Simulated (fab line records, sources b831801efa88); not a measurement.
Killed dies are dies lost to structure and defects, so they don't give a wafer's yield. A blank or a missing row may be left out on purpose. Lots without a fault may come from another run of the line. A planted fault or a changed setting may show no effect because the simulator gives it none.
Which tool did it? | flow sky130 | 6 lots, 17 wafers sampled, at 1 step of a route of 708

WHAT THE GAUGES READ, wafer by wafer
SKY_SONOS_ONO_THK_MEAS_05.
lot  | measured     | on            | SONOS_ONO_CVD_04_THK (nm)
L270 | day 13 05:11 | film_metro-03 | 6.10 5.86 5.90
L273 | day 14 06:37 | film_metro-01 | 5.71 5.90 5.94
L275 | day 15 02:35 | film_metro-04 | 5.84 5.88 5.91
L281 | day 17 18:34 | film_metro-01 | 5.84 5.83 5.78
L286 | day 19 01:06 | film_metro-04 | 5.80 5.72
L289 | day 20 06:04 | film_metro-01 | 5.72 5.60 5.64

WHICH TOOL RAN EACH LOT (tool, then ch and the chambers of the sampled wafers, then the start)
The record holds no process step before these readings.

THE ANSWER, worked out from the rows above alone
Rule: what is usual is taken from the lots themselves. Put in order of their means at a reading, lots are off if they are a third of the lots or fewer, leave a main group of 4 or more, and stand apart from it by a gap of 3 or more times the standard deviation of the main group's means; of several such gaps the widest counts. A main group whose means are all the same, to the digits that the tables above print for the reading, isn't used. A lot without any number at a reading at which 4 lots or more have one is off too. The other lots that the step has rows for count as sound.
No lot is off at any reading shown: from this, nothing can be told.

WHAT THE SIMULATOR HAD PUT IN
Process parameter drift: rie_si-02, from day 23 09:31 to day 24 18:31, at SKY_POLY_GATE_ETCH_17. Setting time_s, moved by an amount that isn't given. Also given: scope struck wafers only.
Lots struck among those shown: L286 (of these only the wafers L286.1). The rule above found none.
